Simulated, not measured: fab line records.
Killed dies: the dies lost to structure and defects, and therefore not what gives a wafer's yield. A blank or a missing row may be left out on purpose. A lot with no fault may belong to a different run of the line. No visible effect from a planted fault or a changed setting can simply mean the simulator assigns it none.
The tool behind it: which one? || flow gf180mcu || 12 lots, 36 wafers sampled, at 5 steps of a route of 602

== WHAT THE GAUGES SHOWED, per wafer ==
GF_NSD_TW_MEAS_12.
{"lot": "L556", "measured": "day 13 14:59", "on": "film_metro-01", "NSD_TW": "4185 4182 4175"}
{"lot": "L558", "measured": "day 14 04:43", "on": "film_metro-03", "NSD_TW": "4257 4259 4234"}
{"lot": "L559", "measured": "day 14 09:29", "on": "film_metro-03", "NSD_TW": "4231 4255 4242"}
{"lot": "L560", "measured": "day 14 16:38", "on": "film_metro-01", "NSD_TW": "4232 4220 4230"}
{"lot": "L566", "measured": "day 16 19:05", "on": "film_metro-01", "NSD_TW": "4196 4212 4219"}
{"lot": "L567", "measured": "day 17 05:04", "on": "film_metro-04", "NSD_TW": "4229 4252 4255"}
{"lot": "L573", "measured": "day 19 06:38", "on": "film_metro-04", "NSD_TW": "4244 4254 4260"}
{"lot": "L575", "measured": "day 19 20:41", "on": "film_metro-03", "NSD_TW": "4213 4208 4216"}
{"lot": "L576", "measured": "day 20 07:41", "on": "film_metro-01", "NSD_TW": "4227 4216 4236"}
{"lot": "L577", "measured": "day 20 13:44", "on": "film_metro-01", "NSD_TW": "4232 4233 4249"}
{"lot": "L578", "measured": "day 20 23:02", "on": "film_metro-04", "NSD_TW": "4210 4208 4222"}
{"lot": "L579", "measured": "day 21 04:31", "on": "film_metro-04", "NSD_TW": "4220 4232 4234"}

GF_PSD_OVL_MEAS_08.
{"lot": "L556", "measured": "day 14 11:33", "on": "overlay-02", "PSD_OVL (nm)": "1.6 2.7 0.7"}
{"lot": "L558", "measured": "day 15 01:13", "on": "overlay-01", "PSD_OVL (nm)": "-1.0 -0.9 -1.6"}
{"lot": "L559", "measured": "day 15 06:28", "on": "overlay-02", "PSD_OVL (nm)": "-2.8 -1.9 -2.1"}
{"lot": "L560", "measured": "day 15 13:53", "on": "overlay-01", "PSD_OVL (nm)": "-1.4 -1.5 1.7"}
{"lot": "L566", "measured": "day 17 18:20", "on": "overlay-01", "PSD_OVL (nm)": "-0.1 2.4 1.3"}
{"lot": "L567", "measured": "day 18 04:28", "on": "overlay-01", "PSD_OVL (nm)": "-2.0 -0.9 -1.4"}
{"lot": "L573", "measured": "day 20 06:41", "on": "overlay-02", "PSD_OVL (nm)": "-1.0 -2.5 -3.4"}
{"lot": "L575", "measured": "day 20 20:44", "on": "overlay-01", "PSD_OVL (nm)": "1.2 0.7 0.0"}
{"lot": "L576", "measured": "day 21 07:13", "on": "overlay-02", "PSD_OVL (nm)": "-2.1 -1.1 -2.1"}
{"lot": "L577", "measured": "day 21 13:35", "on": "overlay-02", "PSD_OVL (nm)": "-1.6 -2.7 0.0"}
{"lot": "L578", "measured": "day 21 23:05", "on": "overlay-01", "PSD_OVL (nm)": "-1.1 -1.8 -0.8"}
{"lot": "L579", "measured": "day 22 04:04", "on": "overlay-01", "PSD_OVL (nm)": "-0.4 0.7 -1.3"}

GF_PSD_RS_MEAS_14: uses a four-point probe to measure.
{"lot": "L556", "measured": "day 14 12:04", "on": "film_metro-03", "NSD_RS (ohm/sq)": "46.05 46.11 46.08"}
{"lot": "L558", "measured": "day 15 01:42", "on": "film_metro-01", "NSD_RS (ohm/sq)": "46.09 46.19 46.19"}
{"lot": "L559", "measured": "day 15 06:57", "on": "film_metro-04", "NSD_RS (ohm/sq)": "46.14 46.30 46.18"}
{"lot": "L560", "measured": "day 15 14:22", "on": "film_metro-04", "NSD_RS (ohm/sq)": "46.16 46.13 46.12"}
{"lot": "L566", "measured": "day 17 18:52", "on": "film_metro-04", "NSD_RS (ohm/sq)": "46.21 42.61 46.11 46.19 42.64 46.12"}
{"lot": "L567", "measured": "day 18 04:57", "on": "film_metro-01", "NSD_RS (ohm/sq)": "46.05 42.46 45.90 45.98 42.47 45.99"}
{"lot": "L573", "measured": "day 20 07:12", "on": "film_metro-03", "NSD_RS (ohm/sq)": "46.17 46.20 46.15"}
{"lot": "L575", "measured": "day 20 21:13", "on": "film_metro-04", "NSD_RS (ohm/sq)": "46.16 46.13 46.20"}
{"lot": "L576", "measured": "day 21 07:42", "on": "film_metro-04", "NSD_RS (ohm/sq)": "46.06 46.00 46.16"}
{"lot": "L577", "measured": "day 21 14:09", "on": "film_metro-04", "NSD_RS (ohm/sq)": "46.21 46.06 46.08"}
{"lot": "L578", "measured": "day 21 23:34", "on": "film_metro-03", "NSD_RS (ohm/sq)": "46.07 45.97 46.09"}
{"lot": "L579", "measured": "day 22 04:33", "on": "film_metro-03", "NSD_RS (ohm/sq)": "46.08 46.13 46.13"}

GF_PSD_RS_MEAS_15: uses a four-point probe to measure.
{"lot": "L556", "measured": "day 14 12:11", "on": "film_metro-03", "PSD_RS (ohm/sq)": "107.59 107.15 107.34"}
{"lot": "L558", "measured": "day 15 01:49", "on": "film_metro-01", "PSD_RS (ohm/sq)": "107.77 107.68 107.85"}
{"lot": "L559", "measured": "day 15 07:04", "on": "film_metro-04", "PSD_RS (ohm/sq)": "108.05 108.19 107.95"}
{"lot": "L560", "measured": "day 15 14:29", "on": "film_metro-04", "PSD_RS (ohm/sq)": "107.70 107.35 107.69"}
{"lot": "L566", "measured": "day 18 01:33", "on": "film_metro-04", "PSD_RS (ohm/sq)": "107.81 101.23 107.59 107.88 101.54 107.83"}
{"lot": "L567", "measured": "day 18 08:01", "on": "film_metro-01", "PSD_RS (ohm/sq)": "107.75 101.89 107.52 107.58 101.58 107.49"}
{"lot": "L573", "measured": "day 20 07:19", "on": "film_metro-03", "PSD_RS (ohm/sq)": "107.87 107.94 107.81"}
{"lot": "L575", "measured": "day 20 21:20", "on": "film_metro-04", "PSD_RS (ohm/sq)": "108.05 107.82 107.82"}
{"lot": "L576", "measured": "day 21 07:49", "on": "film_metro-04", "PSD_RS (ohm/sq)": "107.43 107.50 107.57"}
{"lot": "L577", "measured": "day 21 14:16", "on": "film_metro-04", "PSD_RS (ohm/sq)": "107.94 107.60 107.76"}
{"lot": "L578", "measured": "day 21 23:41", "on": "film_metro-03", "PSD_RS (ohm/sq)": "107.46 107.10 107.48"}
{"lot": "L579", "measured": "day 22 04:40", "on": "film_metro-03", "PSD_RS (ohm/sq)": "107.79 107.84 108.33"}

== WHICH TOOL RAN EACH LOT (tool, then ch and the chambers of the sampled wafers, then the start) ==
{"lot": "L556", "GF_PSD_RTA_13": "rtp_anneal-01 ch 0, day 14 11:58"}
{"lot": "L558", "GF_PSD_RTA_13": "rtp_anneal-02 ch 0, day 15 01:37"}
{"lot": "L559", "GF_PSD_RTA_13": "rtp_anneal-01 ch 0, day 15 06:52"}
{"lot": "L560", "GF_PSD_RTA_13": "rtp_anneal-02 ch 0, day 15 14:17"}
{"lot": "L566", "GF_PSD_RTA_13": "rtp_anneal-02 ch 0, day 17 18:46"}
{"lot": "L567", "GF_PSD_RTA_13": "rtp_anneal-02 ch 0, day 18 04:52"}
{"lot": "L573", "GF_PSD_RTA_13": "rtp_anneal-01 ch 0, day 20 07:06"}
{"lot": "L575", "GF_PSD_RTA_13": "rtp_anneal-02 ch 0, day 20 21:08"}
{"lot": "L576", "GF_PSD_RTA_13": "rtp_anneal-01 ch 0, day 21 07:37"}
{"lot": "L577", "GF_PSD_RTA_13": "rtp_anneal-02 ch 0, day 21 14:04"}
{"lot": "L578", "GF_PSD_RTA_13": "rtp_anneal-02 ch 0, day 21 23:29"}
{"lot": "L579", "GF_PSD_RTA_13": "rtp_anneal-01 ch 0, day 22 04:28"}
- GF_PSD_RTA_13: time 20 s.

== AS READ BY THE TOOLS THEMSELVES (means over the sampled wafers that have a number; for cases with no such wafer, the mark the record gives instead) ==
GF_PSD_RTA_13.
{"lot": "L556", "tool": "rtp_anneal-01", "anneal_temp_c_max": 1030.1, "lamp_power_pct (%)": 38, "run_length_s (s)": 48.3, "wafer_temp_C_max": 1033.1}
{"lot": "L558", "tool": "rtp_anneal-02", "anneal_temp_c_max": 1031.0, "lamp_power_pct (%)": 29, "run_length_s (s)": 48.8, "wafer_temp_C_max": 1030.6}
{"lot": "L559", "tool": "rtp_anneal-01", "anneal_temp_c_max": 1030.8, "lamp_power_pct (%)": 38, "run_length_s (s)": 48.5, "wafer_temp_C_max": 1032.3}
{"lot": "L560", "tool": "rtp_anneal-02", "anneal_temp_c_max": 1030.5, "lamp_power_pct (%)": 29, "run_length_s (s)": 48.9, "wafer_temp_C_max": 1029.8}
{"lot": "L566", "tool": "rtp_anneal-02", "anneal_temp_c_max": 1030.6, "lamp_power_pct (%)": 29, "run_length_s (s)": 55.1, "wafer_temp_C_max": 1031.2}
{"lot": "L567", "tool": "rtp_anneal-02", "anneal_temp_c_max": 1031.9, "lamp_power_pct (%)": 29, "run_length_s (s)": 55.2, "wafer_temp_C_max": 1029.9}
{"lot": "L573", "tool": "rtp_anneal-01", "anneal_temp_c_max": 1029.8, "lamp_power_pct (%)": 38, "run_length_s (s)": 48.2, "wafer_temp_C_max": 1033.3}
{"lot": "L575", "tool": "rtp_anneal-02", "anneal_temp_c_max": 1030.6, "lamp_power_pct (%)": 29, "run_length_s (s)": 48.7, "wafer_temp_C_max": 1029.9}
{"lot": "L576", "tool": "rtp_anneal-01", "anneal_temp_c_max": 1030.3, "lamp_power_pct (%)": 38, "run_length_s (s)": 48.3, "wafer_temp_C_max": 1032.1}
{"lot": "L577", "tool": "rtp_anneal-02", "anneal_temp_c_max": 1031.4, "lamp_power_pct (%)": 29, "run_length_s (s)": 49.0, "wafer_temp_C_max": 1029.1}
{"lot": "L578", "tool": "rtp_anneal-02", "anneal_temp_c_max": 1030.6, "lamp_power_pct (%)": 29, "run_length_s (s)": 49.0, "wafer_temp_C_max": 1029.9}
{"lot": "L579", "tool": "rtp_anneal-01", "anneal_temp_c_max": 1029.9, "lamp_power_pct (%)": 38, "run_length_s (s)": 48.2, "wafer_temp_C_max": 1032.6}

== THE ANSWER, worked out from the rows above alone ==
Rule: usual is defined by the lots themselves. Put in order of their means at a reading, lots are off if they are a third of the lots or fewer, leave a main group of 4 or more, and stand apart from it by a gap of 3 or more times the standard deviation of the main group's means; of several such gaps the widest counts. A main group whose means are all the same, to the digits that the tables above print for the reading, isn't used. Also off: a lot with no number at a reading for which 4 or more lots have one. Where the step has rows for the other lots, those lots are counted as sound. Order of review: gauges by route order, followed by the tools' own readings, for which a lot's mean as printed above is used. At the first step where some lot is off, the reading lying furthest off is the one used; lots without a number count as furthest.
Off: L566, L567, seen at GF_PSD_RS_MEAS_14 (NSD_RS). The main group has a mean of 46.13 ohm/sq with a standard deviation of 0.048.
A tool fits if, at a process step before that reading, it ran every lot that is off, and no sound lot after the first of them. Not tried: the gauges at GF_PSD_RS_MEAS_14; whatever is off there is also off at GF_PSD_RTA_13, on other tools, and gauge error can't account for it. Of those tried, none fits.

== WHAT THE SIMULATOR HAD INSERTED ==
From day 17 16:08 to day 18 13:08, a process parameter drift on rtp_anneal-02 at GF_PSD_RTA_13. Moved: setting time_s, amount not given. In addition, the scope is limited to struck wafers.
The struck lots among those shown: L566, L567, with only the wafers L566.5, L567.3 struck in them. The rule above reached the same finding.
